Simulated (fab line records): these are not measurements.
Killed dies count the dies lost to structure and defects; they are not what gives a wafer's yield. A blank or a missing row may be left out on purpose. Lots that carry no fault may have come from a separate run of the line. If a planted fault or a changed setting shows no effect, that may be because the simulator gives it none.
A lot that was struck, set against a sound lot | flow gf180mcu | 15 steps out of a route of 602
Sound: wafers L436.1, L436.2, L436.6. The struck wafers were L443.2, L443.5, L443.6. Last of all comes the cause.
Per side, at each step with rows, come the tool, then ch with its chambers, and then its first start. Under that, the readings that differ: sound wafers | struck wafers | difference of the means | sigmas: that difference in standard deviations of wafers without a fault.
alike: readings with means less than 2 such deviations apart, plus words and numbers identical on both sides. not compared: withheld readings, readings lacking a value on some wafer, bounds such as >300 that could conceal the same value, and numbers that have no deviation in the record and whose values overlap.
Wherever a step has rows on one side only, a row that says differs or no value, or a row with sigmas, the two part there. Non-overlapping numbers with no deviation appear without sigmas and do not part them. Lack of a reading on every wafer of one side parts them only where that side has two or more wafers.

first, 9 steps without rows for these wafers: GF_MIM_STRIP_21 (strips in post etch residue remover, time 1200 s); GF_MIM_CLEAN_22 (cleans in DIW); GF_M5_DEHYDRATE_00 (time 60 s); GF_M5_HMDS_01 (prime time 60 s); GF_M5_COAT_02 (resist thk 1000 nm); GF_M5_SOFTBAKE_03 (time 60 s); GF_M5_EXPOSE_04 (exposes mask Metal5, target cd 280 nm); GF_M5_PEB_05 (peb time 90 s); GF_M5_DEVELOP_06 (develop time 60 s).
GF_M5_CD_MEAS_07: target cd 280 nm.
  sound on cd-sem-02 at day 27 05:23; struck on cd-sem-01 at day 29 06:49
  reading    | sound             | struck            | difference | sigmas
  cd-nm (nm) | 278.2 280.0 278.0 | 281.2 281.6 281.5 | +2.7       | +2
GF_M5_OVL_MEAS_08:
  sound on overlay-01 at day 27 05:31; struck on overlay-01 at day 29 06:55
  alike: M5_OVL
GF_M5_ETCH_09: etches Si3N4 in CF4/O2, target depth 52 nm, time 11.6 s.
  sound on rie-diel-04 ch 0,2,3, day 27 05:33; struck on rie-diel-02 ch 1,2,3, day 29 06:57
  alike: O2_flow_sccm, bias-w, drypump-motor-current-A, oes-product-au, throttle-valve-pct
  not compared: rf-hours-counter-h
GF_M5_METAL_ETCH_10: etches the open film in Cl2/BCl3, stops on SiO2, target depth 627.5 nm, time 104.6 s.
  sound on rie-metal-03 ch 0,1, day 27 05:34; struck on rie-metal-01 ch 0,1, day 29 06:58
  no value came back on the struck wafers for any of 6 readings (bcl3-flow-sccm (sccm), bias-w (W) and others); on the sound wafers bcl3-flow-sccm (sccm) reads 40.17 39.82 40.01
  reading                             | sound             | struck          | difference | sigmas
  model.KrF_of_M5_COAT_02.thk-nm (nm) | 694.4 703.1 696.3 | 948 949.9 947.5 | +251       |
  not compared: rf-hours-counter-h
GF_M5_STRIP_11: strips in O2/N2.
  sound on plasma-asher-04 ch 0,1, day 27 05:41; struck on plasma-asher-04 ch 0,1, day 29 07:05
  reading                      | sound             | struck            | difference | sigmas
  oes-product-au (a.u.)        | 0.535 0.544 0.551 | 0.648 0.645 0.648 | +0.104     | +22
  strip-time-to-endpoint-s (s) | 7.47 7.56 7.48    | 9.94 9.94 9.95    | +2.44      | +41
  alike: drypump-motor-current-A, heater-power-w
  not compared: rf-hours-counter-h
then, 1 step without rows for these wafers: GF_M5_STRIP_12 (strips in post etch residue remover, time 1200 s).

== WHERE THEY PART ==
Last at GF_M5_STRIP_11 as far as this record goes, first at GF_M5_CD_MEAS_07.

WHY: what had been put in by the simulator
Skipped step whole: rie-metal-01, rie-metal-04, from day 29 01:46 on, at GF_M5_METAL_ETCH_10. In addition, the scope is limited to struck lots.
